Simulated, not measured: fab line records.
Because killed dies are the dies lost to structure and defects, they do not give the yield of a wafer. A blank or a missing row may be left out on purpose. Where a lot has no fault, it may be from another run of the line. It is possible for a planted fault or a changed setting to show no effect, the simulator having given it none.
2 desks, one fault | flow gf180mcu | numbers are kept per desk, each desk with only its own; the story behind them comes last

== DESK OF THE TOOL OWNER: cvdW-02 ==
The tool's own readings at GF_V2_CVD_23 (deposits W, target thk 350 nm, time 104.94 s): means of the sampled wafers that have a number, for each lot that ran on this tool. If a lot's mean is further than 4 standard deviations from the usual mean, the lot is out of limits and carries the mark OUT (the distance appears in the brackets).
Columns: A = chamberPressureTorr at GF_V2_CVD_23, usual 40.00 Torr; B = heaterPowerOuterW at GF_V2_CVD_23, usual 486 W; C = heaterPowerW at GF_V2_CVD_23, usual 805 W
lot  | first seen here | A     | B   | C
L228 | day 20 09:43    | 40.03 | 484 | 795
L229 | day 21 03:56    | 40.01 | 468 | 764
L232 | day 22 11:08    | 40.05 | 486 | 801
L234 | day 23 09:54    | 39.95 | 467 | 794
L236 | day 23 15:16    | 39.98 | 472 | 775
L247 | day 27 07:08    | 40.13 | 508 | 825
L248 | day 27 13:53    | 39.98 | 471 | 783
L249 | day 27 18:03    | 40.00 | 472 | 789
Finding of this desk: none of the 8 lots has anything out of limits.

== FROM THE METROLOGY DESK ==
Lot by lot, what the gauges showed, no matter which tool ran the lot: averages of those sampled wafers that carry a number. If a lot's mean is further than 4 standard deviations from the usual mean, the lot is out of limits and carries the mark OUT (the distance appears in the brackets).
Columns: A = M2_ALCU_RS at GF_M2_RS_MEAS_05, usual 0.0695 ohm/sq; B = V2_W_RS at GF_V2_RS_MEAS_24, usual 0.330 ohm/sq; C = V2_W_THK at GF_V2_THK_MEAS_25, usual 356 nm
lot  | first seen here | A      | B               | C
L228 | day 18 06:42    | 0.0702 | 0.330           | 352
L229 | day 19 01:35    | 0.0690 | 0.327           | 361
L232 | day 20 09:24    | 0.0695 | 0.332           | 360
L234 | day 21 08:38    | 0.0686 | 0.373 (+13) OUT | 315 (-6.5) OUT
L236 | day 21 14:10    | 0.0691 | 0.368 (+12) OUT | 323 (-5.2) OUT
L244 | day 24 10:46    | 0.0701 | 0.331           | 357
L246 | day 25 01:02    | 0.0700 | 0.329           | 347
L247 | day 25 12:16    | 0.0690 | 0.334           | 344
L248 | day 25 18:58    | 0.0707 | 0.332           | 358
L249 | day 25 23:13    | 0.0702 | 0.332           | 346
L250 | day 26 01:38    | 0.0688 | 0.329           | 359
Per this desk, out of limits: L234, L236; the first was L234, day 23 10:01 (V2_W_RS at GF_V2_RS_MEAS_24). Within limits: L228, L229, L232, L244, L246, L247, L248, L249, L250.

== BROUGHT TOGETHER ==
The metrology desk could have raised an alarm at day 23 10:01, on L234, L236.
The tool owner's desk saw nothing out of limits.
Tool owner's desk: L234, L236 on record, inside its limits.
GF_V2_CVD_23 was run on cvdW-02 by each of the lots named.

== WHAT WAS PUT IN BY THE SIMULATOR ==
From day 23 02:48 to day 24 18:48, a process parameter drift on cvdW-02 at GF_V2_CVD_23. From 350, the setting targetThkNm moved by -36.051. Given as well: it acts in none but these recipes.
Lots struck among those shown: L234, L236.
Delay in hours, fault start to first out-of-limits reading, per desk: metrology desk 7.
